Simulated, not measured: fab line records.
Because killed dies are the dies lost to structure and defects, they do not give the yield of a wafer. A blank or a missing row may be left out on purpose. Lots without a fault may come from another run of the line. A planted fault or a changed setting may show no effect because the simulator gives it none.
A single fault, viewed from 2 desks :: flow sky130 :: each desk has only its own numbers; what lay behind them comes last

## DESK OF THE TOOL OWNER: rieDiel-02
The tool's own readings at SKY_POLY_GATE_ETCH_15 (etches BARC in N2/H2, stops on SiO2, time 118.5 s, target depth 110 nm): means of the sampled wafers that have a number, for each lot that ran on this tool. If a lot's mean is further than 4 standard deviations from the usual mean, the lot is out of limits and carries the mark OUT (the distance appears in the brackets).
Columns: A = drypumpMotorCurrentA at SKY_POLY_GATE_ETCH_15, usual 5.7 A; B = oesProductAu at SKY_POLY_GATE_ETCH_15, usual 0.717 a.u.; C = rfFwdPowerW at SKY_POLY_GATE_ETCH_15, usual 497.5 W; D = throttleValvePct at SKY_POLY_GATE_ETCH_15, usual 13.213 %
lot: L409
first seen here: day 17 13:53
A: 5.1
B: 0.722
C: 496.4
D: 13.209

lot: L410
first seen here: day 17 23:50
A: 5.5
B: 0.714
C: 497.7
D: 13.207

lot: L422
first seen here: day 22 10:11
A: 5.5
B: 0.716
C: 497.4
D: 13.212
Finding of this desk: none of the 3 lots has anything out of limits.

## AT THE METROLOGY DESK
Means of the sampled wafers that have a number, per lot and without regard to the tool the lot ran on: this is what the gauges read. If a lot's mean is further than 4 standard deviations from the usual mean, the lot is out of limits and carries the mark OUT (the distance appears in the brackets).
Columns: A = POLY_GATE_CVD_03_THK at SKY_POLY_GATE_THK_MEAS_04, usual 74.9 nm; B = cdNm at SKY_POLY_GATE_CD_MEAS_13, usual 149.6 nm; C = POLY_GATE_OVL at SKY_POLY_GATE_OVL_MEAS_14, usual -2 nm
lot: L406
first seen here: day 15 06:10
A: 75.8
B: 149.5
C: -11

lot: L409
first seen here: day 16 09:20
A: 74.8
B: 151.4
C: -3

lot: L410
first seen here: day 16 19:10
A: 74.1
B: 147.8
C: -2

lot: L422
first seen here: day 21 02:59
A: 75.5
B: 150.2
C: -4

lot: L426
first seen here: day 22 08:07
A: 74.2
B: 148.6
C: 1
Finding of this desk: none of the 5 lots has anything out of limits.

## ALL TOGETHER
Nothing out of limits was seen by the tool owner's desk.
Metrology desk: nothing out of limits seen.

## WHAT THE SIMULATOR HAD INSERTED
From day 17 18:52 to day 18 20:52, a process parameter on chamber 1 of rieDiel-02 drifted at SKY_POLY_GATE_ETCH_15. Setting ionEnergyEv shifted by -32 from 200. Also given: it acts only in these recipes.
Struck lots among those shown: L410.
